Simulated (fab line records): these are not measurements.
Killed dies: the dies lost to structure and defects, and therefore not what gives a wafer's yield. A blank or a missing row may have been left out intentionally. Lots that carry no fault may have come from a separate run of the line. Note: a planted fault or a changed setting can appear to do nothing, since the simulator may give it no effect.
A lot that was struck, set against a sound lot + flow sfqLine + 17 steps out of a route of 325
Sound: the wafers L229.1, L229.3, L229.4. Struck: wafer L247.3; the same lot's L247.1 was not struck, so it is left out; see the end for the cause.
At each step with rows: each side's tool, then ch and its chambers, then its first start. Under that, the readings that differ: sound wafers + struck wafers + difference of the means + sigmas: that difference in standard deviations of wafers without a fault.
alike: readings whose means differ by less than 2 such deviations, and words and numbers that are the same on both sides. not compared: withheld readings, readings that some wafer has no value for, bounds like >300 that may hide the same value, and numbers for which the record gives no deviation and whose values overlap.
Wherever a step has rows on one side only, a row that says differs or no value, or a row with sigmas, the two part there. Non-overlapping numbers with no deviation appear without sigmas and do not part them. Lack of a reading on every wafer of one side parts them only where that side has two or more wafers.

SFQ_TRILAYER_I7_VIA_STRIP_STRIP_191: strips in O2.
  sound on rieMetal-01 ch 0,1, day 70 14:44; struck on rieMetal-02 ch 0, day 80 01:16
| reading                  | sound       | struck | difference | sigmas |
|--------------------------|-------------|--------|------------|--------|
| drypumpMotorCurrentA (A) | 5.3 5.3 5.7 | 6.6    | +1.2       | +2     |
  alike: oesProductAu
  not compared: rfHoursCounterH
then, 8 steps without rows for these wafers: SFQ_TRILAYER_I7_VIA_STRIP_SOLV_CLEAN_192 (cleans in NMP, time 600 s); SFQ_TRILAYER_M8_LITHO_LOR_COAT_197; SFQ_TRILAYER_M8_LITHO_LOR_BAKE_198; SFQ_TRILAYER_M8_LITHO_COAT_193 (resist thk 600 nm); SFQ_TRILAYER_M8_LITHO_SOFTBAKE_199; SFQ_TRILAYER_M8_LITHO_EXPOSE_194 (exposes mask M8, target cd 2000 nm); SFQ_TRILAYER_M8_LITHO_PEB_196 (peb time 60 s); SFQ_TRILAYER_M8_LITHO_DEVELOP_195 (img clear 15 s, time 55 s).
-- the record jumps here: 3 days lie between the struck wafers' starts before and after --
SFQ_M8_OVL_MEAS_948:
  struck on overlay-02, day 82 22:29; sound on overlay-01, day 71 10:44
  alike: M8_OVL
then, 2 steps without rows for these wafers: SFQ_TRILAYER_M8_DEP_EVAP_197 (material Ti, target thk 20 nm, time 100 s); SFQ_TRILAYER_M8_DEP_EVAP_198 (material Pt, target thk 50 nm, time 250 s).
SFQ_TRILAYER_M8_DEP_EVAP_196: material Au, target thk 180 nm, time 900 s.
  struck on pvdSputter-01, day 82 22:44; sound on pvdSputter-01, day 71 11:00
| reading                                         | sound             | struck | difference | sigmas |
|-------------------------------------------------|-------------------|--------|------------|--------|
| model.Au_of_TRILAYER_M8_DEP_EVAP_196.thkNm (nm) | 176.9 177.4 177.6 | 181.9  | +4.6       |        |
SFQ_M8_RS_MEAS_949: the measuring method here is four-point-probe.
  struck on filmMetro-03, day 82 23:16; sound on filmMetro-04, day 71 11:31
| reading           | sound                | struck | difference | sigmas |
|-------------------|----------------------|--------|------------|--------|
| M8_AU_RS (ohm/sq) | 0.1559 0.1556 0.1556 | 0.1522 | -0.0035    | -2     |
SFQ_M8_THK_MEAS_950: measures by xrf.
  struck on filmMetro-03, day 82 23:23; sound on filmMetro-04, day 71 11:38
  alike: M8_AU_THK
then, 1 step without rows for these wafers: SFQ_TRILAYER_M8_LIFTOFF_LIFTOFF_197 (chemistry NMP, time 600 s).
SFQ_M8_BOW_MEAS_951:
  struck on filmMetro-01, day 82 23:37; sound on filmMetro-03, day 71 11:52
| reading              | sound                | struck | difference | sigmas |
|----------------------|----------------------|--------|------------|--------|
| model.etest.m8.ohmSq | 0.1563 0.1558 0.1557 | 0.152  | -0.004     |        |
  alike: M8_BOW

## WHERE THEY PART
Earliest at SFQ_TRILAYER_I7_VIA_STRIP_STRIP_191; latest, in this record, at SFQ_M8_RS_MEAS_949. Later steps at which nothing parts them and some readings are alike: SFQ_M8_THK_MEAS_950, SFQ_M8_BOW_MEAS_951.

WHY: what had been put in by the simulator
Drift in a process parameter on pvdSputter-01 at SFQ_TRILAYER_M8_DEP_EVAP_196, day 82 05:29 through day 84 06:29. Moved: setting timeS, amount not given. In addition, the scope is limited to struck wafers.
